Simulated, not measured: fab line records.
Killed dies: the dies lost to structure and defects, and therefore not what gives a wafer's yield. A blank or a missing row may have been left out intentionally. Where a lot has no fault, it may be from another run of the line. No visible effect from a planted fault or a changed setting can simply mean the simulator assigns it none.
Chamber matching    flow sfq_line    4 sister chambers for SFQ_TRILAYER_I7_CMP_CMP_184 on cmp-02
The step polishes SiO2. 16 wafers are shown with their chamber, then 8 later ones without.

## WAFERS WITH THEIR CHAMBER
wafer   chamber  motor_current_A (A)  time_to_endpoint_s (s)  head_pressure_psi (psi)
L887.2  0        9.7                  213                     2.986
L887.1  2        9.6                  216                     3.002
L887.6  0        9.5                  216                     2.999
L888.3  1        9.7                  208                     3.004
L888.2  3        10.9                 200                     2.987
L888.6  1        9.2                  207                     3.005
L892.1  2        9.9                  227                     3.005
L892.3  3        10.9                 209                     2.989
L892.6  3        11.1                 208                     2.984
L895.3  1        8.9                  210                     2.990
L895.4  0        9.3                  206                     3.011
L895.2  3        10.6                 197                     3.008
L896.1  2        9.7                  214                     2.983
L896.2  0        10.3                 209                     3.013
L896.6  3        10.8                 204                     2.988
L897.3  1        9.2                  217                     3.002

SIGNATURES (means of the wafers above)
reading             chamber 0  chamber 1  chamber 2  chamber 3  scatter within a chamber
motor_current_A     9.700      9.250      9.733      10.860     0.298
time_to_endpoint_s  211.00     210.50     219.00     203.60     5.18
head_pressure_psi   3.00225    3.00025    2.99667    2.99120    0.0103
Rule: a wafer's distance from a chamber is the root of the sum, over the readings, of the square of ((its reading less the chamber's mean) divided by the reading's scatter). The wafer belongs to the nearest chamber; if the next one is less than 2 further off, it can't be placed. How the scatter is found: for the shown wafers, subtract from each reading the mean of its chamber, square and add these, divide the total by (wafers less chambers), then take the root.

## WAFERS WITHOUT THEIR CHAMBER
wafer   motor_current_A (A)  time_to_endpoint_s (s)  head_pressure_psi (psi)
L897.4  9.6                  232                     3.008
L897.6  10.1                 222                     3.010
L900.2  9.5                  217                     3.002
L900.4  9.1                  220                     2.999
L900.6  11.6                 202                     3.001
L908.5  9.6                  186                     3.010
L909.3  9.7                  209                     3.009
L909.6  10.8                 207                     2.996

## EACH ONE'S CHAMBER
wafer   from the rows above                in truth
L897.4  can't be placed: 2 or 0 or 1       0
L897.6  can't be placed: 2 or 0 or 1       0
L900.2  can't be placed: 2 or 0 or 1       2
L900.4  can't be placed: 1 or 2 or 0       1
L900.6  3                                  3
L908.5  can't be placed: 0 or 1 or 3 or 2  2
L909.3  can't be placed: 0 or 1 or 2       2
L909.6  3                                  3
Correct placement for 2 of the 8. Can't be placed from these rows: 6 (the true chamber is among the candidates in 6). Wrongly placed: 0.
